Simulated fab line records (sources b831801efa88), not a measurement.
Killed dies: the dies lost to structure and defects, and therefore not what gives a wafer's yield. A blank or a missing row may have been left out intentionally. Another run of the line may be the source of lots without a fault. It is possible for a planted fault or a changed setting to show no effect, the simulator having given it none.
Chamber matching -- flow gf180mcu -- GF_CONTACT_ETCH_16 on rie-diel-04: 4 sister chambers
The step etches BARC in N2/H2. 8 wafers are shown with their chamber, then 7 later ones without.

== WAFERS WITH THEIR CHAMBER ==
wafer,chamber,drypump-motor-current-A (A),oes-product-au (a.u.)
L074.6,3,5.1,0.855
L075.1,2,6.1,0.864
L078.6,3,5.2,0.854
L080.2,0,6.0,0.853
L080.4,1,5.5,0.855
L080.6,2,6.1,0.860
L081.1,0,6.0,0.857
L081.2,1,5.4,0.859

== WAFERS WHOSE CHAMBER IS MISSING ==
wafer,drypump-motor-current-A (A),oes-product-au (a.u.)
L081.5,5.4,0.863
L087.3,5.1,0.848
L087.4,6.1,0.860
L087.5,6.0,0.862
L092.1,5.1,0.843
L092.2,6.1,0.850
L092.6,6.0,0.855

== WHICH CHAMBER EACH ONE RAN IN ==
wafer,from the rows above,in truth
L081.5,1,1
L087.3,3,3
L087.4,2,2
L087.5,can't be placed: 2 or 0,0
L092.1,3,3
L092.2,0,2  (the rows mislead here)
L092.6,0,0
5 of 7 placed correctly. Can't be placed from these rows: 1 (the true chamber is among the candidates in 1). Number placed wrongly: 1.
How it was worked out, from the rows above alone: a wafer's distance from a chamber is the root of the sum, over the readings, of the square of ((its reading less the chamber's mean) divided by the reading's scatter). The wafer belongs to the nearest chamber; if the next one is less than 2 further off, it can't be placed. The mean given for a chamber averages the wafers shown for that chamber. The scatter: the root of (the sum of the squares of (reading less its chamber's mean) over the shown wafers, divided by (wafers less chambers)).
